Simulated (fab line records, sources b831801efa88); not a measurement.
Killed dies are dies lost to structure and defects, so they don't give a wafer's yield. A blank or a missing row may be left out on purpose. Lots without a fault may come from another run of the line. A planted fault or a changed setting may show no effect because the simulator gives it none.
Chamber matching | flow gf180mcu | GF_POLY_GATE_ETCH_13 on rie_si-02: 4 sister chambers
The step etches poly-Si in HBr/Cl2, stops on SiO2, target depth 198.5 nm, time 69.6 s. 27 wafers are shown with their chamber, then 12 later ones without.

WAFERS WITH THEIR CHAMBER
wafer  | chamber | drypump_motor_current_A (A) | oes_product_au (a.u.) | throttle_valve_pct (%)
L077.1 | 1       | 6.5                         | 0.978                 | 33.681
L077.2 | 2       | 5.9                         | 0.991                 | 33.680
L077.4 | 0       | 5.2                         | 0.977                 | 33.694
L078.1 | 0       | 5.2                         | 0.986                 | 33.689
L078.2 | 1       | 6.5                         | 0.989                 | 33.688
L078.4 | 2       | 5.9                         | 0.992                 | 33.695
L079.2 | 3       | 6.4                         | 0.993                 | 33.709
L079.4 | 1       | 6.5                         | 0.974                 | 33.679
L079.6 | 3       | 6.4                         | 0.988                 | 33.692
L081.1 | 0       | 5.2                         | 0.981                 | 33.673
L081.2 | 3       | 6.5                         | 0.987                 | 33.686
L081.3 | 1       | 6.5                         | 0.985                 | 33.663
L084.1 | 0       | 5.2                         | 0.980                 | 33.694
L084.4 | 3       | 6.4                         | 0.985                 | 33.694
L084.5 | 1       | 6.5                         | 0.990                 | 33.670
L086.3 | 0       | 5.2                         | 0.991                 | 33.685
L086.4 | 3       | 6.4                         | 0.990                 | 33.687
L086.5 | 0       | 5.2                         | 0.995                 | 33.686
L087.2 | 3       | 6.4                         | 0.986                 | 33.690
L087.3 | 0       | 5.2                         | 0.975                 | 33.673
L087.5 | 0       | 5.2                         | 0.984                 | 33.694
L088.3 | 0       | 5.2                         | 0.975                 | 33.680
L088.5 | 2       | 6.0                         | 0.989                 | 33.677
L088.6 | 3       | 6.4                         | 0.997                 | 33.688
L092.1 | 2       | 6.0                         | 0.995                 | 33.667
L092.2 | 3       | 6.4                         | 0.995                 | 33.666
L092.5 | 3       | 6.4                         | 0.995                 | 33.684

SIGNATURES (means of the wafers above)
reading                 | chamber 0 | chamber 1 | chamber 2 | chamber 3 | scatter within a chamber
drypump_motor_current_A | 5.200     | 6.500     | 5.950     | 6.411     | 0.0287
oes_product_au          | 0.98267   | 0.98320   | 0.99175   | 0.99067   | 0.00577
throttle_valve_pct      | 33.68533  | 33.67620  | 33.67975  | 33.68844  | 0.0101
Rule: a wafer's distance from a chamber is the root of the sum, over the readings, of the square of ((its reading less the chamber's mean) divided by the reading's scatter). The wafer belongs to the nearest chamber; if the next one is less than 2 further off, it can't be placed. The scatter: the root of (the sum of the squares of (reading less its chamber's mean) over the shown wafers, divided by (wafers less chambers)).

WAFERS WITHOUT THEIR CHAMBER
wafer  | drypump_motor_current_A (A) | oes_product_au (a.u.) | throttle_valve_pct (%)
L094.3 | 6.5                         | 0.986                 | 33.675
L094.5 | 5.2                         | 0.986                 | 33.681
L094.6 | 6.5                         | 0.988                 | 33.677
L095.2 | 6.4                         | 0.986                 | 33.696
L095.4 | 5.2                         | 0.976                 | 33.687
L095.6 | 6.4                         | 0.978                 | 33.686
L096.1 | 6.4                         | 0.993                 | 33.690
L096.3 | 5.2                         | 0.988                 | 33.677
L096.5 | 6.4                         | 0.993                 | 33.679
L097.1 | 6.5                         | 0.986                 | 33.688
L097.3 | 5.2                         | 0.981                 | 33.690
L097.5 | 6.5                         | 0.988                 | 33.688

WHICH CHAMBER EACH WENT THROUGH
wafer  | from the rows above     | in truth
L094.3 | 1                       | 1
L094.5 | 0                       | 0
L094.6 | 1                       | 1
L095.2 | 3                       | 3
L095.4 | 0                       | 0
L095.6 | can't be placed: 3 or 1 | 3
L096.1 | 3                       | 3
L096.3 | 0                       | 0
L096.5 | 3                       | 3
L097.1 | can't be placed: 1 or 3 | 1
L097.3 | 0                       | 0
L097.5 | can't be placed: 1 or 3 | 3
Placed correctly: 9 of 12. Can't be placed from these rows: 3 (the true chamber is among the candidates in 3). Placed wrongly: 0.
